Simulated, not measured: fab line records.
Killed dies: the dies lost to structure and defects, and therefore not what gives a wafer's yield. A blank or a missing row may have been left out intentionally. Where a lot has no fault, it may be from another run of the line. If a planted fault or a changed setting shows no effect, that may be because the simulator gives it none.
A lot that was struck, set against a sound lot | flow sky130 | 15 out of 708 route steps
Sound: the wafers L636.1, L636.3, L636.5. The struck wafers were L643.3, L643.4, L643.6. The cause is given at the end.
Order at every step that has rows: each side's tool, ch and its chambers, its first start. Under that, the readings that differ: sound wafers | struck wafers | difference of the means | sigmas: that difference in standard deviations of wafers without a fault.
alike: a reading whose means differ by less than 2 such deviations, as well as words and numbers matching on both sides. not compared: withheld readings; readings where some wafer has no value; bounds like >300 that might hide an equal value; numbers whose values overlap and for which the record gives no deviation.
Wherever a step has rows on one side only, a row that says differs or no value, or a row with sigmas, the two part there. When numbers do not overlap yet have no deviation, they are printed without sigmas and do not part them. A reading missing from all wafers of one side parts the sides only when that side holds two or more wafers.

first, 4 steps without rows for these wafers: SKY_RES_XHIGH_EXPOSE_04 (exposes mask URPM, target cd 1270 nm); SKY_RES_XHIGH_PEB_05; SKY_RES_XHIGH_DEVELOP_06 (develop time 60 s); SKY_RES_XHIGH_IMPLANT_07.
SKY_RES_XHIGH_STRIP_08: strips in O2/N2.
  sound on plasma-asher-01 ch 1, day 27 15:35; struck on plasma-asher-01 ch 0,1, day 29 23:52
  alike: chamber-pressure-mTorr, drypump-motor-current-A, oes-product-au, strip-time-to-endpoint-s
  not compared: rf-hours-counter-h
SKY_RES_XHIGH_TW_MEAS_09:
  sound on film-metro-01, day 27 15:41; struck on film-metro-03, day 29 23:57
  alike: RES_XHIGH_TW
then, 6 steps without rows for these wafers: SKY_SD_N_DEHYDRATE_00 (time 60 s); SKY_SD_N_HMDS_01 (prime time 60 s); SKY_SD_N_COAT_02 (resist thk 1140 nm); SKY_SD_N_SOFTBAKE_03 (time 60 s); SKY_SD_N_EXPOSE_04 (exposes mask NSDM, target cd 380 nm); SKY_SD_N_PEB_05.
SKY_SD_N_DEVELOP_06: develop time 60 s.
  sound on litho-track-02 ch 0, day 28 19:19; struck on litho-track-02 ch 0, day 31 03:28
SKY_SD_N_CD_MEAS_07: target cd 380 nm.
  sound on cd-sem-02, day 28 19:28; struck on cd-sem-02, day 31 03:36
  reading    | sound             | struck            | difference | sigmas
  cd-nm (nm) | 377.8 378.4 380.1 | 394.8 393.5 395.4 | +15.8      | +8
SKY_SD_N_OVL_MEAS_08:
  sound on overlay-02, day 28 19:35; struck on overlay-02, day 31 03:41
  alike: SD_N_OVL

== WHERE THEY PART ==
At SKY_SD_N_CD_MEAS_07 and nowhere else, as far as this record goes. Later steps at which nothing parts them and some readings are alike: SKY_SD_N_OVL_MEAS_08.

WHY: what had been put in by the simulator
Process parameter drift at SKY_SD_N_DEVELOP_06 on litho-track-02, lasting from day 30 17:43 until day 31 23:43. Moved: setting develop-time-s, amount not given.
